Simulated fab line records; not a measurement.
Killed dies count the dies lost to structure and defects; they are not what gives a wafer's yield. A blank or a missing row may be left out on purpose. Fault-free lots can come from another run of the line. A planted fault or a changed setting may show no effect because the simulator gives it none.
Problem report in the 8D (eight disciplines) form, filled by code | flow gf180mcu | the parts of the form that need people (team, actions taken, sign-off) are left out

== 1. WHAT IS WRONG ==
bias-w at GF_PASSIVATION_ETCH_11 reads a mean of 180.9 W on 2 wafers of 2 lots; wafers without a fault read 150.0 W with a standard deviation of 0.42. Measured from the usual mean, that is +74 standard deviations.
The step: etches the open film in CF4/O2, stops on TiN, target depth 1800 nm, time 400 s.
Seen first at day 33 23:14 on rie-diel-04, wafer L398.1. The record holds 36 wafers of 12 lots with a number at this step. Rule for "out" (also "out of limits"): further than 4 standard deviations from the usual mean. Any other wafer with a number is counted as sound.

== 2. WHAT THIS IS AND IS NOT ==
question                    | is                | is not
which readings at this step | bias-w            | drypump-motor-current-A, oes-product-au, throttle-valve-pct
which lots                  | L398, L400        | L380, L381, L382, L384, L387, L388, L390, L394, L397, L402
which wafers of those lots  | L398.1, L400.2    | L398.2, L398.5, L400.3, L400.4
read on which tools         | rie-diel-04       | rie-diel-01, rie-diel-03
when                        | from day 33 23:14 | up to then (29 sound wafers); but 5 sound wafers of L400, L402 came after

== 3. WHAT RULES OUT EACH SUSPECT ==
Counting: if a tool at a process step up to the reading ran every lot that is out, it stays a suspect. Sound lots after the first of them don't rule it out here, since some wafers of a struck lot are sound.
- rie-diel-04 at GF_PASSIVATION_ETCH_11 (etches the open film in CF4/O2, stops on TiN, target depth 1800 nm, time 400 s): kept. It ran every lot that is out, first L398 (day 33 23:14); its last sound lot up to then is L394 (day 33 03:47). Its own readings are out on those wafers: bias-w.
- Within rie-diel-04 at GF_PASSIVATION_ETCH_11: the wafers that are out ran in chamber 3; their sound lot-mates ran in chambers 1, 2.
Remaining after the count: rie-diel-04 at GF_PASSIVATION_ETCH_11.

== 4. THE CAUSE (what the simulator had put in) ==
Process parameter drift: rie-diel-04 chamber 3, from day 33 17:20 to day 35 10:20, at GF_PASSIVATION_ETCH_11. The setting bias-w was moved by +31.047, starting from 150. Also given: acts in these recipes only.
This tool alone remained once counting was done.

== 5. SEQUENCE OF EFFECTS, ordered by route ==
Rows list readings where the struck wafers' mean (over those with a number) sits beyond 3 standard deviations from the usual. Only readings for which the record gives a usual standard deviation are gone through. hours: the time from each lot's start at the first step in this table that gives one to its start at this step, as a median over the lots. sigmas: the change in usual standard deviations.
hours | step                   | reading | usual   | on struck wafers | change | sigmas
0     | GF_PASSIVATION_ETCH_11 | bias-w  | 150.0 W | 180.9            | +30.9  | +74
Here are the process steps it includes:
- GF_PASSIVATION_ETCH_11: etches the open film in CF4/O2, stops on TiN, target depth 1800 nm, time 400 s.

== 6. HOW IT WOULD HAVE BEEN CAUGHT EARLIER ==
In this record the first reading out of limits was taken at day 33 23:14, 6 hours after the fault began at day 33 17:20.
